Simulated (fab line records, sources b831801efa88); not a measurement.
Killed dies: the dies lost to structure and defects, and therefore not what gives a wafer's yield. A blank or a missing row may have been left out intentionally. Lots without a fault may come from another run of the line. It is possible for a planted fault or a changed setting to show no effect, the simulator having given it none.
Which of the tools did it? | flow sky130 | 72 wafers from 24 lots sampled at 5 of the route's 708 steps

== WHAT EACH GAUGE READ, for each wafer ==
SKY_VT_ADJUST_HVTR_OVL_MEAS_08.
lot  | measured     | on         | VT_ADJUST_HVTR_OVL (nm)
L074 | day 9 07:16  | overlay-01 | -3.0 -0.8 -0.1
L075 | day 9 15:14  | overlay-02 | -0.7 -1.9 0.5
L076 | day 10 02:38 | overlay-01 | -2.6 -0.8 -4.1
L077 | day 10 08:34 | overlay-02 | -1.4 -2.6 -1.7
L078 | day 10 11:46 | overlay-01 | -0.1 -0.2 1.5
L079 | day 10 16:17 | overlay-02 | -1.2 -2.2 -0.6
L080 | day 11 04:52 | overlay-02 | -1.7 -0.9 -0.4
L081 | day 12 00:35 | overlay-02 | 0.2 0.8 -1.1
L082 | day 12 16:50 | overlay-02 | -2.1 -3.3 -1.0
L083 | day 12 18:36 | overlay-01 | -3.0 -1.9 0.2
L084 | day 13 07:41 | overlay-01 | -2.1 -5.1 -2.0
L085 | day 13 07:50 | overlay-02 | -2.9 -2.2 -1.8
L086 | day 13 08:56 | overlay-01 | -2.8 -2.0 0.4
L088 | day 14 02:02 | overlay-02 | -1.3 -1.6 -1.7
L087 | day 14 06:08 | overlay-02 | -1.4 -2.9 -1.7
L090 | day 14 20:17 | overlay-02 | -2.7 -2.5 -3.5
L089 | day 14 21:01 | overlay-02 | -3.2 -2.4 -2.2
L091 | day 15 03:56 | overlay-01 | -2.5 -1.2 -2.4
L092 | day 15 05:00 | overlay-02 | -1.3 -1.4 -0.8
L093 | day 15 08:08 | overlay-02 | -0.9 0.2 1.2
L094 | day 15 21:26 | overlay-02 | -1.3 -0.7 -0.6
L095 | day 15 22:26 | overlay-02 | -2.5 -3.6 -2.9
L096 | day 16 08:05 | overlay-01 | -1.2 -2.0 0.6
L097 | day 16 09:14 | overlay-01 | -1.6 -1.7 -0.5

SKY_LI_CONTACT_THK_MEAS_23: measures by xrf.
lot  | measured     | on            | LI_CONTACT_W_THK (nm)
L074 | day 28 21:19 | film metro-03 | 402 402 401
L075 | day 29 13:56 | film metro-04 | 407 411 409
L076 | day 29 20:05 | film metro-04 | 403 398 400
L077 | day 30 01:31 | film metro-01 | 413 412 409
L078 | day 30 05:25 | film metro-01 | 406 408 409
L079 | day 30 14:14 | film metro-04 | 404 408 401
L080 | day 31 08:46 | film metro-03 | 407 403 405
L081 | day 31 23:39 | film metro-01 | 405 407 402
L082 | day 32 19:37 | film metro-04 | 408 401 407
L083 | day 33 00:51 | film metro-01 | 408 403 403
L084 | day 33 07:10 | film metro-04 | 396 398 397
L085 | day 33 06:05 | film metro-01 | 397 399 402
L086 | day 33 11:53 | film metro-01 | 395 402 403
L088 | day 34 01:04 | film metro-03 | 401 407 409
L087 | day 34 08:41 | film metro-03 | 410 406 410
L090 | day 34 21:52 | film metro-03 | 394 393 403
L089 | day 34 22:13 | film metro-03 | 406 403 404
L091 | day 35 07:14 | film metro-01 | 406 404 404
L092 | day 35 07:57 | film metro-03 | 402 398 397
L093 | day 35 10:17 | film metro-01 | 409 399 404
L094 | day 35 22:23 | film metro-03 | 397 402 400
L095 | day 35 22:01 | film metro-03 | 399 402 404
L096 | day 36 06:53 | film metro-03 | 397 399 395
L097 | day 36 11:37 | film metro-04 | 405 410 413

SKY_CONTACT_OVL_MEAS_15.
lot  | measured     | on         | CONTACT_OVL (nm)
L074 | day 31 06:41 | overlay-02 | -4 0 0
L075 | day 31 23:42 | overlay-02 | -4 0 -3
L076 | day 32 04:50 | overlay-02 | -4 -7 -2
L077 | day 32 10:56 | overlay-01 | -3 -6 -4
L078 | day 32 14:34 | overlay-01 | -5 -3 -5
L079 | day 32 23:35 | overlay-02 | -7 -10 -15
L080 | day 33 17:14 | overlay-01 | -5 -6 -5
L081 | day 34 07:30 | overlay-01 | 2 -9 -6
L082 | day 35 03:32 | overlay-01 | -8 -2 -2
L083 | day 35 07:19 | overlay-02 | -2 -1 -6
L084 | day 35 14:04 | overlay-02 | -2 -6 -2
L085 | day 35 12:02 | overlay-01 | -5 -1 -1
L086 | day 35 17:50 | overlay-02 | 3 0 -8
L088 | day 36 07:07 | overlay-01 | -2 -4 0
L087 | day 36 13:56 | overlay-02 | -2 -9 -2
L090 | day 37 04:07 | overlay-01 | -4 2 3
L089 | day 37 04:28 | overlay-01 | -2 -3 -4
L091 | day 37 14:22 | overlay-01 | 1 -5 12
L092 | day 37 15:37 | overlay-02 | -8 8 -7
L093 | day 37 17:08 | overlay-02 | -1 -6 -5
L094 | day 38 04:28 | overlay-01 | -1 7 -5
L095 | day 38 03:29 | overlay-01 | -3 -8 -9
L096 | day 38 13:05 | overlay-01 | -2 -6 5
L097 | day 38 17:26 | overlay-01 | -7 -2 -1

SKY_VIA1_OVL_MEAS_13.
lot  | measured     | on         | VIA1_OVL (nm)
L074 | day 33 16:53 | overlay-01 | 1 6 2
L075 | day 34 07:59 | overlay-01 | 5 3 -9
L076 | day 34 13:08 | overlay-02 | -3 1 -6
L077 | day 34 20:08 | overlay-02 | 4 7 3
L078 | day 34 22:29 | overlay-02 | 0 -12 -3
L079 | day 35 08:16 | overlay-02 | 3 9 -6
L080 | day 36 00:41 | overlay-01 | -3 -1 -1
L081 | day 36 13:50 | overlay-01 | 10 6 6
L082 | day 37 10:49 | overlay-02 | -4 -2 3
L083 | day 37 15:44 | overlay-01 | 2 -3 9
L084 | day 37 21:07 | overlay-02 | 0 -2 -4
L085 | day 37 20:14 | overlay-02 | -2 2 6
L086 | day 38 00:47 | overlay-02 | -7 -2 4
L088 | day 38 14:26 | overlay-01 | 0 2 4
L087 | day 38 21:38 | overlay-01 | -4 2 -3
L090 | day 39 10:08 | overlay-01 | -5 3 -5
L089 | day 39 10:38 | overlay-02 | -6 -14 -1
L091 | day 39 19:26 | overlay-02 | 3 -8 2
L092 | day 39 20:30 | overlay-02 | -5 5 -3
L093 | day 39 22:58 | overlay-01 | 3 8 9
L094 | day 40 10:02 | overlay-02 | 2 17 11
L095 | day 40 08:43 | overlay-02 | -1 0 -3
L096 | day 40 17:41 | overlay-02 | -3 -8 -11
L097 | day 40 20:43 | overlay-02 | 0 1 3

== WHAT TOOL EACH LOT RAN ON (gives the tool, then ch and the chambers of the sampled wafers, and finally the start) ==
lot  | SKY_METAL1_SPUTTER_04
L074 | pvd sputter-03, day 31 08:28
L075 | pvd sputter-02, day 32 01:19
L076 | pvd sputter-02, day 32 06:41
L077 | pvd sputter-02, day 32 12:55
L078 | pvd sputter-01, day 32 16:29
L079 | pvd sputter-03, day 33 01:05
L080 | pvd sputter-03, day 33 18:44
L081 | pvd sputter-01, day 34 09:00
L082 | pvd sputter-01, day 35 05:07
L083 | pvd sputter-01, day 35 10:15
L084 | pvd sputter-03, day 35 15:36
L085 | pvd sputter-01, day 35 13:32
L086 | pvd sputter-03, day 35 19:22
L088 | pvd sputter-01, day 36 08:37
L087 | pvd sputter-03, day 36 15:32
L090 | pvd sputter-03, day 37 05:37
L089 | pvd sputter-02, day 37 05:58
L091 | pvd sputter-02, day 37 16:05
L092 | pvd sputter-03, day 37 17:09
L093 | pvd sputter-03, day 37 18:42
L094 | pvd sputter-02, day 38 05:58
L095 | pvd sputter-01, day 38 04:59
L096 | pvd sputter-01, day 38 14:35
L097 | pvd sputter-02, day 38 18:56
- SKY_METAL1_SPUTTER_04: material TiN, target thk 70 nm, time 58.3 s.

== AS READ BY THE TOOLS THEMSELVES (means over the sampled wafers that have a number; for cases with no such wafer, the mark the record gives instead) ==
SKY_METAL1_SPUTTER_04.
lot  | tool           | throttle valve pct (%)
L074 | pvd sputter-03 | 29.6
L075 | pvd sputter-02 | 30.9
L076 | pvd sputter-02 | 30.0
L077 | pvd sputter-02 | 30.3
L078 | pvd sputter-01 | 28.7
L079 | pvd sputter-03 | 29.7
L080 | pvd sputter-03 | 29.6
L081 | pvd sputter-01 | 28.8
L082 | pvd sputter-01 | 28.8
L083 | pvd sputter-01 | 28.2
L084 | pvd sputter-03 | 29.5
L085 | pvd sputter-01 | 29.5
L086 | pvd sputter-03 | 29.5
L088 | pvd sputter-01 | 29.4
L087 | pvd sputter-03 | 28.8
L090 | pvd sputter-03 | 29.3
L089 | pvd sputter-02 | 31.0
L091 | pvd sputter-02 | 29.0
L092 | pvd sputter-03 | 29.8
L093 | pvd sputter-03 | 29.4
L094 | pvd sputter-02 | 30.0
L095 | pvd sputter-01 | 29.2
L096 | pvd sputter-01 | 28.8
L097 | pvd sputter-02 | 30.3

== THE ANSWER, worked out from the rows above alone ==
Rule: the lots themselves supply what counts as usual. Put in order of their means at a reading, lots are off if they are a third of the lots or fewer, leave a main group of 4 or more, and stand apart from it by a gap of 3 or more times the standard deviation of the main group's means; of several such gaps the widest counts. If all means in a main group match to the digits the tables above print for the reading, that group is not used. Also off: a lot with no number at a reading for which 4 or more lots have one. The other lots that the step has rows for count as sound. The gauges are gone through in route order, then the tools' own readings, and for those a lot's mean is taken as printed above. At the first step where some lot is off, the reading lying furthest off is the one used; lots without a number count as furthest.
No lot is off on any of the readings shown, so nothing can be concluded from this.

== WHAT HAD BEEN PUT IN BY THE SIMULATOR ==
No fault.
